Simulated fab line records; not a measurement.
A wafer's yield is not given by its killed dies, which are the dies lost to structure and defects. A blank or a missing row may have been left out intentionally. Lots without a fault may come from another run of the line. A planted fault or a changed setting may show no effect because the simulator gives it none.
fab line records | flow sky130
record lots=8 | wafers=24 | last-day=50
route steps=708 shown METAL1@454 METAL2@501 VIA2@520 PAD_OPEN@708
lots with no fault: from the same line, run without faults
start-h: the number of hours between the record's first day and the start of the first shown wafer of the lot | wait-h: hours since the lot's step before | " same as the row above | L1.1+2: several wafers, shown together as one row | - no value, or no start was given | * or withheld: withheld | < > ~ a bound
route shown NAME@n: names a module that has steps shown in the file, with the first one's number in the route | usual: mean/standard deviation of fault-free wafers | same: alike in all rows | chamber/n: place in a boat | sites: the reading at each site | _std_site: how widely they spread, as a standard deviation | _edge_site: mean of outer sites minus mean of inner sites | radius-mm: how far each site lies from the wafer's centre | mask NAME#n: copy n | behind: the last tool/chamber to shape the wafer | hold: why the lot went on hold/how many hours it stayed there/how the hold came to an end | device: transistor that didn't switch, given as n, p or np | end of line: the same wafers' tests at the end of the route | step lacking rows: just its recipe | killed: dies lost to structure and defects at the first sort, not the wafer's yield | map: shows each die of a wafer: x if killed, . if not, _ if none is there
set.NAME: the setting as run; set.NAME@STEP: as run at that earlier step | model.NAME: the simulator's own value behind a step, which no gauge read
the route's steps for a sample of lots (tables are steps, rows are wafers)
services: a tool's chamber out of use, with start hour (start-h, from the record's first day; less than 0 if before it), hours out, and reason
## steps
# step SKY_METAL1_STRIP_20
# recipe chemistry=O2/N2 | power-w=1400 | pressure-mtorr=1500 | platen-temp-c=withheld | o2-flow-sccm=3000 | n2-flow-sccm=300 | overash-fraction=0.5
# usual chamber-pressure-mTorr=1500.0/1.3 | drypump-motor-current-A=5.50/0.29 | n2-flow-sccm=300.0/0.95 | o2-flow-sccm=2999/7.4 | oes-product-au=0.345/0.0048 | strip-time-to-endpoint-s=2.75/0.039
# same overash-fraction=0.5
lot.wafer | tool            | chamber | start-h | wait-h | chamber-pressure-mTorr | drypump-motor-current-A | n2-flow-sccm | o2-flow-sccm | oes-product-au | rf-hours-counter-h | strip-time-to-endpoint-s
L552.2    | plasma-asher-02 | 1       | 834.08  | 0.1    | 1499.8                 | 5.25                    | 299.5        | 2997         | 0.348          | 71                 | 2.77
L552.5    | "               | 0       | "       | "      | 1501.4                 | 5.63                    | 299.7        | 2999         | 0.348          | -                  | 2.71
L552.6    | "               | 1       | "       | "      | 1500.0                 | 5.24                    | 299.9        | 2985         | 0.353          | -                  | 2.76
L553.3    | plasma-asher-01 | 0       | 852.18  | 0.1    | 1498.9                 | 5.73                    | 300.6        | 3008         | 0.342          | -                  | 2.76
L553.4    | "               | 1       | "       | "      | 1498.4                 | 5.60                    | 300.0        | 3004         | 0.347          | -                  | 2.77
L553.5    | "               | 1       | "       | "      | 1500.8                 | 5.63                    | 301.6        | 3004         | 0.347          | -                  | 2.76
L554.1    | plasma-asher-02 | 1       | 854.24  | 0.1    | 1500.4                 | 5.25                    | 299.8        | 3000         | 0.347          | 73                 | 2.77
L554.3    | "               | 1       | "       | "      | 1499.6                 | 5.26                    | 299.2        | 3010         | 0.350          | -                  | 2.73
L554.4    | "               | 0       | "       | "      | 1501.4                 | 5.63                    | 300.2        | 3008         | 0.346          | -                  | 2.80
L559.1    | plasma-asher-03 | 0       | 894.53  | 0.1    | 1499.5                 | 5.07                    | 299.6        | 3000         | 0.336          | 112                | 2.77
L559.3    | "               | 1       | "       | "      | 1499.9                 | 5.87                    | 300.2        | 2997         | 0.347          | -                  | 2.79
L559.5    | "               | 0       | "       | "      | 1502.1                 | 5.04                    | 298.4        | 3001         | 0.349          | -                  | 2.81
L561.3    | plasma-asher-02 | 0       | 904.81  | 0.1    | 1501.0                 | 5.65                    | 299.4        | 2994         | 0.340          | -                  | 2.76
L561.4    | "               | 1       | "       | "      | 1500.7                 | 5.24                    | 299.7        | 2997         | 0.346          | -                  | 2.73
L561.6    | "               | 0       | "       | "      | 1499.7                 | 5.64                    | 300.3        | 2989         | 0.343          | -                  | 2.75
L562.1    | plasma-asher-03 | 0       | 908.79  | 0.1    | 1500.1                 | 5.03                    | 299.7        | 3004         | 0.339          | 113                | 2.75
L562.2    | "               | 1       | "       | "      | 1499.4                 | 5.92                    | 301.4        | 2998         | 0.355          | 113                | 2.76
L562.4    | "               | 1       | "       | "      | 1500.9                 | 5.89                    | 299.1        | 3000         | 0.350          | -                  | 2.78
L563.1    | plasma-asher-02 | 1       | 913.38  | 0.1    | 1500.0                 | 5.24                    | 300.2        | 3000         | 0.337          | 80                 | 2.78
L563.2    | "               | 0       | "       | "      | 1501.4                 | 5.65                    | 299.9        | 3013         | 0.340          | 80                 | 2.72
L563.4    | "               | 1       | "       | "      | 1501.5                 | 5.28                    | 298.9        | 3002         | 0.340          | -                  | 2.76
L565.2    | plasma-asher-02 | 1       | 927.08  | 0.1    | 1500.1                 | 5.25                    | 299.6        | 3000         | 0.343          | 81                 | 2.79
L565.4    | "               | 1       | "       | "      | 1499.0                 | 5.26                    | 300.4        | 2995         | 0.348          | -                  | 2.77
L565.6    | "               | 1       | "       | "      | 1498.6                 | 5.26                    | 299.8        | 3003         | 0.344          | -                  | 2.80
# step SKY_METAL2_ETCH_18
# recipe chemistry=N2/H2 | target=BARC | ion-energy-ev=200 | bias-w=100 | pressure-mtorr=30 | n2-flow-sccm=100 | h2-flow-sccm=200 | icp-w=500 | stop-on=SiO2 | time-s=45.9 | target-depth-a=600
# usual bias-w=100.0/0.34 | chamber-pressure-mTorr=30.00/0.036 | drypump-motor-current-A=5.7/0.4 | n2-flow-sccm=100.0/0.3 | oes-product-au=0.854/0.005 | throttle-valve-pct=13.225/0.009
lot.wafer | tool         | chamber | start-h | wait-h | bias-w | chamber-pressure-mTorr | drypump-motor-current-A | n2-flow-sccm | oes-product-au | rf-hours-counter-h | throttle-valve-pct
L552.2    | rie-metal-02 | 0       | 889.16  | 0.0    | -      | -                      | -                       | -            | -              | -                  | -
L552.5    | "            | 0       | "       | "      | -      | -                      | -                       | -            | -              | -                  | -
L552.6    | "            | 1       | "       | "      | -      | -                      | -                       | -            | -              | -                  | -
L553.3    | rie-metal-04 | 0       | 906.35  | 0.0    | -      | -                      | -                       | -            | -              | -                  | -
L553.4    | "            | 1       | "       | "      | -      | -                      | -                       | -            | -              | -                  | -
L553.5    | "            | 0       | "       | "      | -      | -                      | -                       | -            | -              | -                  | -
L554.1    | rie-metal-03 | 0       | 907.81  | 0.0    | -      | -                      | -                       | -            | -              | -                  | -
L554.3    | "            | 1       | "       | "      | -      | -                      | -                       | -            | -              | -                  | -
L554.4    | "            | 0       | "       | "      | -      | -                      | -                       | -            | -              | -                  | -
L559.1    | rie-metal-02 | 0       | 946.69  | 0.1    | 99.6   | 30.01                  | 5.2                     | 100.5        | 0.853          | 8                  | 13.220
L559.3    | "            | 0       | "       | "      | 99.5   | 29.99                  | 5.2                     | 100.4        | 0.853          | -                  | 13.238
L559.5    | "            | 0       | "       | "      | 99.5   | 29.99                  | 5.2                     | 100.5        | 0.849          | -                  | 13.227
L561.3    | rie-metal-03 | 0       | 956.18  | 0.0    | 100.5  | 30.02                  | 5.6                     | 100.0        | 0.856          | -                  | 13.225
L561.4    | "            | 1       | "       | "      | 99.8   | 30.00                  | 6.2                     | 99.9         | 0.855          | -                  | 13.231
L561.6    | "            | 0       | "       | "      | 100.3  | 30.06                  | 5.6                     | 99.7         | 0.862          | -                  | 13.218
L562.1    | rie-metal-02 | 0       | 960.31  | 0.0    | 100.1  | 30.00                  | 5.3                     | 100.0        | 0.856          | 8                  | 13.224
L562.2    | "            | 1       | "       | "      | 101.1  | 29.97                  | 5.7                     | 100.0        | 0.858          | 0                  | 13.238
L562.4    | "            | 1       | "       | "      | 100.6  | 30.04                  | 5.7                     | 99.9         | 0.855          | -                  | 13.234
L563.1    | rie-metal-03 | 1       | 965.31  | 0.0    | 99.5   | 30.00                  | 6.2                     | 99.8         | 0.856          | 6                  | 13.228
L563.2    | "            | 0       | "       | "      | 100.4  | 30.02                  | 5.5                     | 100.2        | 0.850          | 11                 | 13.226
L563.4    | "            | 0       | "       | "      | 100.0  | 30.02                  | 5.6                     | 99.6         | 0.847          | -                  | 13.238
L565.2    | rie-metal-04 | 1       | 977.91  | 0.0    | 100.0  | 29.99                  | 6.4                     | 100.1        | 0.851          | 15                 | 13.240
L565.4    | "            | 0       | "       | "      | 100.1  | 29.98                  | 5.5                     | 99.6         | 0.857          | -                  | 13.224
L565.6    | "            | 1       | "       | "      | 99.7   | 29.96                  | 6.4                     | 100.0        | 0.858          | -                  | 13.217
# step SKY_METAL2_METAL_ETCH_19
# recipe target-depth-a=3600 | stop-on=SiO2 | over-etch-frac=0.3 | time-s=78 | chemistry=Cl2/BCl3 | resist-sidewall-deg=88 | pressure-mtorr=10 | icp-w=900 | bias-w=48.5 | Cl2_flow_sccm=60 | bcl3-flow-sccm=30
# usual bcl3-flow-sccm=30.00/0.092 | bias-w=48.50/0.14 | chamber-pressure-mTorr=9.999/0.0084 | drypump-motor-current-A=5.7/0.4 | oes-product-au=0.850/0.0083 | throttle-valve-pct=22.266/0.01
lot.wafer | tool         | chamber | start-h | wait-h | bcl3-flow-sccm | bias-w | chamber-pressure-mTorr | drypump-motor-current-A | oes-product-au | rf-hours-counter-h | throttle-valve-pct
L552.2    | rie-metal-02 | 0       | 889.22  | 0.0    | 30.09          | 48.50  | 10.002                 | 5.2                     | 0.369          | 4                  | 22.269
L552.5    | "            | 0       | "       | "      | 30.10          | 48.32  | 9.990                  | 5.2                     | 0.376          | -                  | 22.271
L552.6    | "            | 1       | "       | "      | 30.00          | 48.48  | 10.002                 | 5.7                     | 0.368          | -                  | 22.245
L553.3    | rie-metal-04 | 0       | 906.42  | 0.1    | 29.98          | 48.32  | 10.003                 | 5.5                     | 0.377          | -                  | 22.271
L553.4    | "            | 1       | "       | "      | 30.00          | 48.31  | 10.006                 | 6.4                     | 0.388          | -                  | 22.261
L553.5    | "            | 0       | "       | "      | 30.01          | 48.25  | 9.989                  | 5.5                     | 0.380          | -                  | 22.256
L554.1    | rie-metal-03 | 0       | 907.87  | 0.0    | 30.03          | 48.33  | 9.995                  | 5.6                     | 0.378          | 9                  | 22.247
L554.3    | "            | 1       | "       | "      | 29.92          | 48.38  | 10.000                 | 6.2                     | 0.379          | -                  | 22.256
L554.4    | "            | 0       | "       | "      | 29.99          | 48.36  | 9.984                  | 5.6                     | 0.376          | -                  | 22.271
L559.1    | rie-metal-02 | 0       | 946.82  | 0.1    | 29.95          | 48.39  | 10.006                 | 5.2                     | 0.846          | 8                  | 22.272
L559.3    | "            | 0       | "       | "      | 29.93          | 48.51  | 10.004                 | 5.2                     | 0.852          | -                  | 22.270
L559.5    | "            | 0       | "       | "      | 30.05          | 48.35  | 9.998                  | 5.3                     | 0.847          | -                  | 22.267
L561.3    | rie-metal-03 | 0       | 956.25  | 0.1    | 29.92          | 48.59  | 9.979                  | 5.5                     | 0.841          | -                  | 22.274
L561.4    | "            | 1       | "       | "      | 29.91          | 48.50  | 9.990                  | 6.2                     | 0.854          | -                  | 22.244
L561.6    | "            | 0       | "       | "      | 30.02          | 48.62  | 9.996                  | 5.6                     | 0.852          | -                  | 22.276
L562.1    | rie-metal-02 | 0       | 960.37  | 0.0    | 29.89          | 48.56  | 9.988                  | 5.2                     | 0.844          | 8                  | 22.268
L562.2    | "            | 1       | "       | "      | 30.03          | 48.67  | 9.999                  | 5.7                     | 0.850          | 0                  | 22.272
L562.4    | "            | 1       | "       | "      | 30.08          | 48.54  | 10.011                 | 5.7                     | 0.841          | -                  | 22.260
L563.1    | rie-metal-03 | 1       | 965.37  | 0.0    | 29.91          | 48.34  | 10.004                 | 6.2                     | 0.846          | 6                  | 22.279
L563.2    | "            | 0       | "       | "      | 29.95          | 48.58  | 10.014                 | 5.5                     | 0.873          | 11                 | 22.280
L563.4    | "            | 0       | "       | "      | 29.86          | 48.64  | 10.001                 | 5.5                     | 0.867          | -                  | 22.295
L565.2    | rie-metal-04 | 1       | 977.97  | 0.0    | 29.87          | 48.33  | 9.985                  | 6.4                     | 0.847          | 16                 | 22.271
L565.4    | "            | 0       | "       | "      | 29.96          | 48.55  | 9.997                  | 5.5                     | 0.838          | -                  | 22.263
L565.6    | "            | 1       | "       | "      | 30.10          | 48.57  | 10.010                 | 6.4                     | 0.854          | -                  | 22.270
# step SKY_METAL2_STRIP_20
# recipe chemistry=O2/N2 | power-w=1400 | pressure-mtorr=1500 | platen-temp-c=withheld | o2-flow-sccm=3000 | n2-flow-sccm=300 | overash-fraction=0.4868
# usual chamber-pressure-mTorr=1500.1/1.4 | drypump-motor-current-A=5.5/0.38 | n2-flow-sccm=300.1/0.89 | o2-flow-sccm=3001/8.7 | oes-product-au=0.343/0.0059 | strip-time-to-endpoint-s=2.72/0.079
# same overash-fraction=0.4868
lot.wafer | tool            | chamber | start-h | wait-h | chamber-pressure-mTorr | drypump-motor-current-A | n2-flow-sccm | o2-flow-sccm | oes-product-au | rf-hours-counter-h | strip-time-to-endpoint-s
L552.2    | plasma-asher-02 | 0       | 889.31  | 0.1    | 1499.9                 | 5.7                     | 300.8        | 3003         | 0.370          | 77                 | 3.25
L552.5    | "               | 1       | "       | "      | 1500.3                 | 5.2                     | 300.5        | 3010         | 0.370          | -                  | 3.27
L552.6    | "               | 0       | "       | "      | 1498.9                 | 5.7                     | 300.5        | 3007         | 0.366          | -                  | 3.23
L553.3    | plasma-asher-03 | 1       | 906.51  | 0.1    | 1499.7                 | 5.9                     | 301.6        | 2995         | 0.360          | -                  | 3.09
L553.4    | "               | 0       | "       | "      | 1498.7                 | 5.0                     | 302.2        | 3009         | 0.364          | -                  | 3.09
L553.5    | "               | 0       | "       | "      | 1501.0                 | 5.1                     | 300.8        | 3003         | 0.365          | -                  | 3.09
L554.1    | plasma-asher-04 | 1       | 907.96  | 0.1    | 1500.7                 | 5.0                     | 300.2        | 3002         | 0.373          | 17                 | 3.22
L554.3    | "               | 0       | "       | "      | 1499.6                 | 6.0                     | 300.3        | 3007         | 0.371          | -                  | 3.20
L554.4    | "               | 1       | "       | "      | 1499.4                 | 5.0                     | 299.7        | 3010         | 0.363          | -                  | 3.21
L559.1    | plasma-asher-02 | 1       | 947.00  | 0.1    | 1500.1                 | 5.2                     | 298.4        | 2980         | 0.361          | 83                 | 2.81
L559.3    | "               | 1       | "       | "      | 1498.4                 | 5.3                     | 300.0        | 2987         | 0.343          | -                  | 2.81
L559.5    | "               | 1       | "       | "      | 1500.0                 | 5.2                     | 298.1        | 2986         | 0.347          | -                  | 2.82
L561.3    | plasma-asher-02 | 0       | 956.35  | 0.1    | 1500.8                 | 5.6                     | 299.9        | 3008         | 0.335          | -                  | 2.78
L561.4    | "               | 1       | "       | "      | 1499.7                 | 5.3                     | 298.6        | 2989         | 0.344          | -                  | 2.75
L561.6    | "               | 1       | "       | "      | 1497.3                 | 5.3                     | 299.7        | 3005         | 0.348          | -                  | 2.77
L562.1    | plasma-asher-02 | 0       | 960.46  | 0.1    | 1499.4                 | 5.6                     | 300.0        | 2998         | 0.353          | 84                 | 2.79
L562.2    | "               | 1       | "       | "      | 1499.3                 | 5.2                     | 302.0        | 2991         | 0.335          | 84                 | 2.62
L562.4    | "               | 0       | "       | "      | 1501.5                 | 5.6                     | 298.6        | 2991         | 0.337          | -                  | 2.65
L563.1    | plasma-asher-04 | 1       | 965.46  | 0.1    | 1501.3                 | 5.0                     | 298.5        | 2998         | 0.352          | 23                 | 2.75
L563.2    | "               | 0       | "       | "      | 1500.1                 | 6.0                     | 300.8        | 2996         | 0.351          | 23                 | 2.76
L563.4    | "               | 1       | "       | "      | 1498.1                 | 5.0                     | 299.1        | 2992         | 0.349          | -                  | 2.76
L565.2    | plasma-asher-04 | 0       | 978.06  | 0.1    | 1499.1                 | 6.0                     | 300.9        | 2996         | 0.341          | 24                 | 2.52
L565.4    | "               | 0       | "       | "      | 1501.7                 | 6.0                     | 301.4        | 3002         | 0.343          | -                  | 2.58
L565.6    | "               | 0       | "       | "      | 1503.6                 | 6.0                     | 298.9        | 3003         | 0.334          | -                  | 2.55
# step SKY_VIA2_OVL_MEAS_13
# usual VIA2_OVL=-1/4.8
lot.wafer | tool       | chamber | start-h | wait-h | VIA2_OVL[nm]
L559.1    | overlay-01 | -       | 972.06  | 0.1    | -4
L559.3    | "          | -       | "       | "      | 3
L559.5    | "          | -       | "       | "      | 3
L561.3    | overlay-01 | -       | 981.27  | 0.1    | -17
L561.4    | "          | -       | "       | "      | -3
L561.6    | "          | -       | "       | "      | -4
L562.1    | overlay-01 | -       | 985.99  | 0.1    | 4
L562.2    | "          | -       | "       | "      | -7
L562.4    | "          | -       | "       | "      | -6
L563.1    | overlay-02 | -       | 990.69  | 0.1    | 4
L563.2    | "          | -       | "       | "      | 7
L563.4    | "          | -       | "       | "      | 0
L565.2    | overlay-02 | -       | 1002.75 | 0.1    | 2
L565.4    | "          | -       | "       | "      | 6
L565.6    | "          | -       | "       | "      | 3
# step SKY_VIA2_ETCH_14
# recipe chemistry=N2/H2 | target=BARC | ion-energy-ev=200 | source-w=500 | bias-w=100 | pressure-mtorr=30 | n2-flow-sccm=100 | h2-flow-sccm=200 | stop-on=SiO2 | time-s=45.9 | target-depth-a=600
# usual bias-w=100.0/0.31 | chamber-pressure-mTorr=29.999/0.03 | drypump-motor-current-A=5.8/0.37 | n2-flow-sccm=100.04/0.29 | oes-product-au=0.856/0.0044 | throttle-valve-pct=13.225/0.0096
lot.wafer | tool        | chamber | start-h | wait-h | bias-w | chamber-pressure-mTorr | drypump-motor-current-A | n2-flow-sccm | oes-product-au | rf-hours-counter-h | throttle-valve-pct
L559.1    | rie-diel-02 | 3       | 972.09  | 0.0    | 99.7   | 29.964                 | 5.8                     | 100.27       | 0.860          | 15                 | 13.226
L559.3    | "           | 0       | "       | "      | 99.7   | 29.994                 | 5.7                     | 99.77        | 0.856          | 20                 | 13.239
L559.5    | "           | 3       | "       | "      | 100.0  | 30.022                 | 5.8                     | 100.37       | 0.860          | -                  | 13.238
L561.3    | rie-diel-02 | 1       | 981.29  | 0.0    | 100.1  | 29.971                 | 5.9                     | 100.21       | 0.859          | 29                 | 13.223
L561.4    | "           | 3       | "       | "      | 100.4  | 29.955                 | 5.8                     | 100.85       | 0.857          | 16                 | 13.206
L561.6    | "           | 2       | "       | "      | 100.1  | 29.944                 | 5.6                     | 100.74       | 0.855          | -                  | 13.229
L562.1    | rie-diel-02 | 1       | 986.03  | 0.0    | 100.2  | 30.033                 | 5.9                     | 100.05       | 0.861          | 29                 | 13.234
L562.2    | "           | 2       | "       | "      | 100.7  | 29.982                 | 5.6                     | 100.37       | 0.856          | 21                 | 13.239
L562.4    | "           | 3       | "       | "      | 100.3  | 29.968                 | 5.8                     | 99.84        | 0.860          | 16                 | 13.230
L563.1    | rie-diel-01 | 0       | 990.73  | 0.0    | 99.5   | 29.974                 | 5.4                     | 99.82        | 0.862          | 8                  | 13.218
L563.2    | "           | 3       | "       | "      | 99.6   | 30.034                 | 5.6                     | 100.03       | 0.852          | 8                  | 13.223
L563.4    | "           | 2       | "       | "      | 99.4   | 30.057                 | 5.9                     | 100.11       | 0.850          | 6                  | 13.224
L565.2    | rie-diel-02 | 2       | 1002.78 | 0.0    | 100.2  | 29.978                 | 5.6                     | 99.80        | 0.860          | 22                 | 13.207
L565.4    | "           | 3       | "       | "      | 100.3  | 29.947                 | 5.8                     | 100.38       | 0.860          | -                  | 13.221
L565.6    | "           | 0       | "       | "      | 99.8   | 30.021                 | 5.6                     | 100.32       | 0.858          | -                  | 13.226
# step SKY_PAD_OPEN_PROBE_99
# usual defect-limited-yield=82.2/2.2 | killed_at_M0_to_M3=45/7.1 | killed_at_M4_up=3.0/1.8 | killed-at-contacts=24/5.4 | killed-at-front-end=16/4.9 | killed-at-other=0.3/0.63 | killed-dies=88/11 | killed-on-rim=17/3.4 | killed-open=47/7.4 | killed-short=40/7 | sort_bin_3_pad_short=1.0/0.43 | sort_bin_5_function=10.6/1.7 | sort_bin_6_memory=6.3/1.1 | sort-n-pass=404/11 | sort-yield-pct=82.2/2.2
# same gross-dies=492 | killed-at-back-side=0 | sort_bin_4_leakage[%]=0 | sort_bin_8_speed[%]=0
lot.wafer | tool      | chamber | start-h | wait-h | defect-limited-yield[%] | killed_at_M0_to_M3 | killed_at_M4_up | killed-at-contacts | killed-at-front-end | killed-at-other | killed-dies | killed-on-rim | killed-open | killed-short | sort_bin_3_pad_short[%] | sort_bin_5_function[%] | sort_bin_6_memory[%] | sort-n-pass | sort-yield-pct[%]
L552.2    | prober-02 | -       | 1129.13 | 0.1    | 0                       | 456                | 4               | 22                 | 10                  | 0               | 492         | 96            | 49          | 33           | 0.8                     | 93.9                   | 5.3                  | 0           | 0
L552.5    | prober-02 | -       | 1129.28 | 0.2    | 0                       | 455                | 1               | 15                 | 20                  | 1               | 492         | 96            | 43          | 43           | 1.2                     | 92.5                   | 6.3                  | 0           | 0
L552.6    | prober-02 | -       | 1129.33 | 0.2    | 0                       | 459                | 5               | 21                 | 7                   | 0               | 492         | 96            | 41          | 34           | 0.6                     | 94.3                   | 5.1                  | 0           | 0
L553.3    | prober-01 | -       | 1140.12 | 0.2    | 0                       | 448                | 4               | 20                 | 20                  | 0               | 492         | 96            | 52          | 47           | 1.0                     | 92.7                   | 6.3                  | 0           | 0
L553.4    | prober-01 | -       | 1140.17 | 0.2    | 0                       | 446                | 1               | 25                 | 20                  | 0               | 492         | 96            | 55          | 43           | 0.2                     | 94.1                   | 5.7                  | 0           | 0
L553.5    | prober-01 | -       | 1140.22 | 0.2    | 0                       | 454                | 1               | 26                 | 11                  | 0               | 492         | 96            | 52          | 40           | 0.6                     | 93.1                   | 6.3                  | 0           | 0
L554.1    | prober-02 | -       | 1141.84 | 0.1    | 0                       | 449                | 2               | 27                 | 14                  | 0               | 492         | 96            | 51          | 33           | 1.2                     | 93.1                   | 5.7                  | 0           | 0
L554.3    | prober-02 | -       | 1141.94 | 0.2    | 0                       | 457                | 1               | 24                 | 10                  | 0               | 492         | 96            | 44          | 33           | 0.8                     | 92.9                   | 6.3                  | 0           | 0
L554.4    | prober-02 | -       | 1141.99 | 0.2    | 0                       | 446                | 1               | 28                 | 17                  | 0               | 492         | 96            | 45          | 35           | 1.2                     | 93.5                   | 5.3                  | 0           | 0
L559.1    | prober-01 | -       | 1171.31 | 0.1    | 78.5                    | 58                 | 1               | 23                 | 24                  | 0               | 106         | 26            | 55          | 51           | 0.8                     | 13.8                   | 6.9                  | 386         | 78.5
L559.3    | prober-01 | -       | 1171.41 | 0.2    | 83.1                    | 46                 | 2               | 22                 | 13                  | 0               | 83          | 20            | 36          | 47           | 1.0                     | 8.7                    | 7.1                  | 409         | 83.1
L559.5    | prober-01 | -       | 1171.51 | 0.2    | 82.7                    | 45                 | 4               | 22                 | 12                  | 2               | 85          | 18            | 36          | 49           | 1.6                     | 9.8                    | 5.9                  | 407         | 82.7
# killed by level:class
L552.2 METAL2:area-etch=410 VIA1:geometric-particle:open=14 VIA3:geometric-particle:open=8 CONTACT:geometric-particle:open=8 LI_CONTACT:geometric-particle:open=7 METAL1:geometric-particle:short=5 METAL2:geometric-particle:short=4 POLY_GATE:geometric-particle:short=4
L552.5 METAL2:area-etch=406 METAL1:geometric-particle:short=9 VIA1:geometric-particle:open=8 METAL2:geometric-particle:short=7 VIA3:geometric-particle:open=7 FIELD_ISO:geometric-particle:short=6 VIA2:geometric-particle:open=6 POLY_GATE:geometric-particle:short=5
L552.6 METAL2:area-etch=417 VIA2:geometric-particle:open=11 VIA1:geometric-particle:open=9 CONTACT:geometric-particle:open=7 LI_CONTACT:geometric-particle:open=6 METAL1:geometric-particle:short=6 METAL2:geometric-particle:short=5 LOCAL_INTERCONNECT:geometric-particle:short=4
L553.3 METAL2:area-etch=393 VIA1:geometric-particle:open=11 CONTACT:geometric-particle:open=9 FIELD_ISO:geometric-particle:short=8 FIELD_ISO:geometric-particle:open=6 VIA2:geometric-particle:open=6 VIA3:geometric-particle:open=6 METAL2:geometric-particle:short=5
L553.4 METAL2:area-etch=394 CONTACT:geometric-particle:open=13 VIA1:geometric-particle:open=13 VIA1:geometric-particle:short=7 VIA2:geometric-particle:open=7 LI_CONTACT:geometric-particle:open=6 FIELD_ISO:geometric-particle:short=5 METAL2:geometric-particle:short=5
L553.5 METAL2:area-etch=400 VIA1:geometric-particle:open=16 METAL2:geometric-particle:short=9 LI_CONTACT:geometric-particle:open=8 CONTACT:geometric-particle:open=7 VIA1:geometric-particle:short=6 VIA3:geometric-particle:open=5 METAL1:geometric-particle:short=5
L554.1 METAL2:area-etch=408 CONTACT:geometric-particle:open=12 VIA1:geometric-particle:open=8 LI_CONTACT:geometric-particle:open=7 VIA1:geometric-particle:short=6 METAL2:geometric-particle:short=6 VIA3:geometric-particle:open=6 FIELD_ISO:geometric-particle:short=4
L554.3 METAL2:area-etch=415 VIA1:geometric-particle:open=12 CONTACT:geometric-particle:open=8 LI_CONTACT:geometric-particle:open=7 CONTACT:geometric-particle:short=5 VIA1:geometric-particle:short=5 METAL2:geometric-particle:short=5 VIA2:geometric-particle:open=5
L554.4 METAL2:area-etch=412 METAL2:geometric-particle:short=11 CONTACT:geometric-particle:open=11 LI_CONTACT:geometric-particle:open=8 CONTACT:geometric-particle:short=6 POLY_GATE:geometric-particle:open=5 METAL1:geometric-particle:open=5 FIELD_ISO:geometric-particle:short=4
L559.1 VIA2:geometric-particle:open=9 METAL1:geometric-particle:short=8 VIA1:geometric-particle:short=8 VIA1:geometric-particle:open=8 FIELD_ISO:geometric-particle:open=7 POLY_GATE:geometric-particle:open=7 LI_CONTACT:geometric-particle:open=7 METAL2:geometric-particle:short=7
L559.3 METAL2:geometric-particle:short=14 VIA1:geometric-particle:open=11 CONTACT:geometric-particle:open=7 VIA3:geometric-particle:short=6 CONTACT:geometric-particle:short=5 METAL1:geometric-particle:short=5 POLY_GATE:geometric-particle:short=4 POLY_GATE:geometric-particle:open=3
L559.5 VIA1:geometric-particle:short=10 VIA3:geometric-particle:open=7 LI_CONTACT:geometric-particle:open=7 VIA1:geometric-particle:open=7 CONTACT:geometric-particle:short=6 METAL3:geometric-particle:short=6 POLY_GATE:geometric-particle:open=4 LOCAL_INTERCONNECT:geometric-particle:short=4
## services
tool            | chamber | start-h | hours | kind
plasma-asher-02 | -       | 810.30  | 1.5   | repair
rie-metal-02    | -       | 814.43  | 14.6  | pm
rie-diel-02     | 3       | 824.26  | 2.4   | repair
rie-metal-03    | -       | 839.38  | 28.1  | pm
plasma-asher-02 | -       | 851.84  | 0.8   | repair
plasma-asher-01 | -       | 853.24  | 0.7   | repair
rie-metal-02    | -       | 854.92  | 0.4   | repair
rie-metal-04    | 0       | 885.31  | -     | clean
rie-metal-04    | 0       | 885.31  | 20.2  | scheduled-down
rie-metal-04    | 0       | 885.31  | 20.2  | vent-cycle
plasma-asher-01 | -       | 886.27  | 11.5  | repair
plasma-asher-04 | -       | 888.23  | 1.2   | repair
rie-diel-02     | 2       | 891.72  | 3.7   | repair
plasma-asher-04 | -       | 895.32  | 0.3   | repair
rie-metal-03    | 0       | 899.86  | 1.0   | repair
rie-diel-01     | 1       | 901.97  | 11.0  | repair
plasma-asher-03 | -       | 910.96  | 3.8   | repair
plasma-asher-01 | -       | 921.40  | 2.8   | pm
rie-metal-02    | 1       | 921.66  | -     | clean
rie-metal-02    | 1       | 921.66  | 25.9  | scheduled-down
rie-metal-02    | 1       | 921.66  | 25.9  | vent-cycle
rie-diel-01     | 2       | 996.62  | 12.7  | repair
plasma-asher-02 | -       | 997.67  | 5.9   | repair
plasma-asher-01 | -       | 1001.45 | 5.4   | repair
## key
first-sign step=SKY_METAL2_ETCH_18 | reading=tool-record | direction=missing
effect step=SKY_METAL2_METAL_ETCH_19 | reading=oes-product-au | direction=down | sigmas=57 | usual=0.850 | struck=0.377
effect step=SKY_METAL2_STRIP_20 | reading=strip-time-to-endpoint-s | direction=up | sigmas=5.9 | usual=* | struck=*
effect step=SKY_PAD_OPEN_PROBE_99 | reading=killed_at_M0_to_M3 | direction=up | sigmas=57 | usual=45 | struck=452
more-kills-born-at SKY_METAL2_ETCH_18@rie-metal-03=1235 | SKY_METAL2_ETCH_18@rie-metal-02=1233 | SKY_METAL2_ETCH_18@rie-metal-04=1187
met-at SKY_METAL2_ETCH_18
struck-lots L552,L553,L554
later-rows-left-out L552.2,L552.5,L552.6,L553.3,L553.4,L553.5,L554.1,L554.3,L554.4
not-acting-at SKY_METAL1_STRIP_20,SKY_VIA2_OVL_MEAS_13,SKY_VIA2_ETCH_14
fault kind=skipped-step-whole | tool=rie-metal-02,rie-metal-03,rie-metal-04 | chamber=- | onset-h=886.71 | steps=SKY_METAL2_ETCH_18 | scope=struck-lots-only
# later-rows-left-out: the simulator's readings of these wafers behind a module that went badly wrong aren't trusted and aren't shown, but for the sort
